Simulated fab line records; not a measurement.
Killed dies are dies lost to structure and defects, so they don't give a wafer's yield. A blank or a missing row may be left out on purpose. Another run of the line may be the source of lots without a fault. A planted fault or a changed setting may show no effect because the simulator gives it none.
Struck lot and sound lot, side by side -- flow sky130 -- 17 out of 708 route steps
Sound: wafers L370.1, L370.2, L370.6. Wafers struck: L376.1, L376.4, L376.5. At the end, the cause is stated.
At each step with rows: each side's tool, then ch and its chambers, then its first start. Under that, the readings that differ: sound wafers -- struck wafers -- difference of the means -- sigmas: that difference in standard deviations of wafers without a fault.
alike: words and numbers the same on both sides, and readings whose means are apart by under 2 such deviations; not compared: readings that were withheld, readings missing a value for some wafer, numbers with overlapping values and no deviation given by the record, and bounds like >300 which may hide the same value.
Wherever a step has rows on one side only, a row that says differs or no value, or a row with sigmas, the two part there. When numbers do not overlap yet have no deviation, they are printed without sigmas and do not part them. Lack of a reading on every wafer of one side parts them only where that side has two or more wafers.

SKY_METAL4_SPUTTER_04: material TiN, target thk 70 nm, time 58.3 s.
  struck on pvdSputter-03, day 41 13:38; sound on pvdSputter-04, day 39 11:58
  alike: cathodeDcPowerW, throttleValvePct
SKY_CAP2M_CVD_00: deposits SiO2, target thk 15.5 nm.
  sound on pecvd-04 ch 0,1, day 39 12:01; struck on pecvd-04 ch 0,2, day 41 13:41
  alike: heaterPowerW, rfFwdPowerW
SKY_CAP2M_THK_MEAS_01:
  struck on filmMetro-04, day 41 13:43; sound on filmMetro-02, day 39 12:02
  alike: CAP2M_CVD_00_THK
SKY_CAP2M_SPUTTER_02: material TiN, target thk 200 nm, time 166.7 s.
  struck on pvdSputter-01, day 41 13:46; sound on pvdSputter-01, day 39 12:06
  alike: cathodeDcPowerW, throttleValvePct
SKY_CAP2M_RS_MEAS_03: measures by four-point-probe.
  struck on filmMetro-02, day 41 13:53; sound on filmMetro-01, day 39 12:13
  alike: CAP2M_TIN_RS
SKY_CAP2M_THK_MEAS_04: measures by xrf.
  struck on filmMetro-02, day 41 14:00; sound on filmMetro-01, day 39 12:20
  alike: CAP2M_TIN_THK
then, 6 steps without rows for these wafers: SKY_CAP2M_DEHYDRATE_05 (time 60 s); SKY_CAP2M_HMDS_06 (prime time 60 s); SKY_CAP2M_COAT_07 (resist thk 1140 nm); SKY_CAP2M_SOFTBAKE_08 (time 60 s); SKY_CAP2M_EXPOSE_09 (exposes mask CAP2M, target cd 1000 nm); SKY_CAP2M_PEB_10.
SKY_CAP2M_DEVELOP_11: develop time 60 s.
  sound on lithoTrack-01 ch 0, day 40 13:25; struck on lithoTrack-01 ch 0, day 42 13:16
SKY_CAP2M_OVL_MEAS_12:
  struck on overlay-02, day 42 13:25; sound on overlay-01, day 40 13:34
  alike: CAP2M_OVL
SKY_CAP2M_METAL_ETCH_13: etches TiN in Cl2/BCl3, stops on SiO2, target depth 220 nm, time 62.9 s.
  sound on rieMetal-02 ch 0,1, day 40 13:35; struck on rieMetal-01 ch 1, day 42 13:26
reading,sound,struck,difference,sigmas
model.CAP2M.cdNm (nm),995.5 995.2 996.5,987.8 986.4 987.6,-8.5,
  alike: drypumpMotorCurrentA, oesProductAu, rfFwdPowerW, throttleValvePct
  not compared: rfHoursCounterH
SKY_CAP2M_STRIP_14: strips in O2/N2.
  sound on plasmaAsher-01 ch 0,1, day 40 13:40; struck on plasmaAsher-04 ch 0,1, day 42 13:31
  alike: drypumpMotorCurrentA, oesProductAu, stripTimeToEndpointS
  not compared: rfHoursCounterH
SKY_PAD_OPEN_PROBE_99:
  the record holds rows for the sound wafers here (prober-02, day 45 15:35) but none for the struck ones

WHERE THEY PART
Only at SKY_PAD_OPEN_PROBE_99, as far as this record shows.

WHY: whatever the simulator had introduced
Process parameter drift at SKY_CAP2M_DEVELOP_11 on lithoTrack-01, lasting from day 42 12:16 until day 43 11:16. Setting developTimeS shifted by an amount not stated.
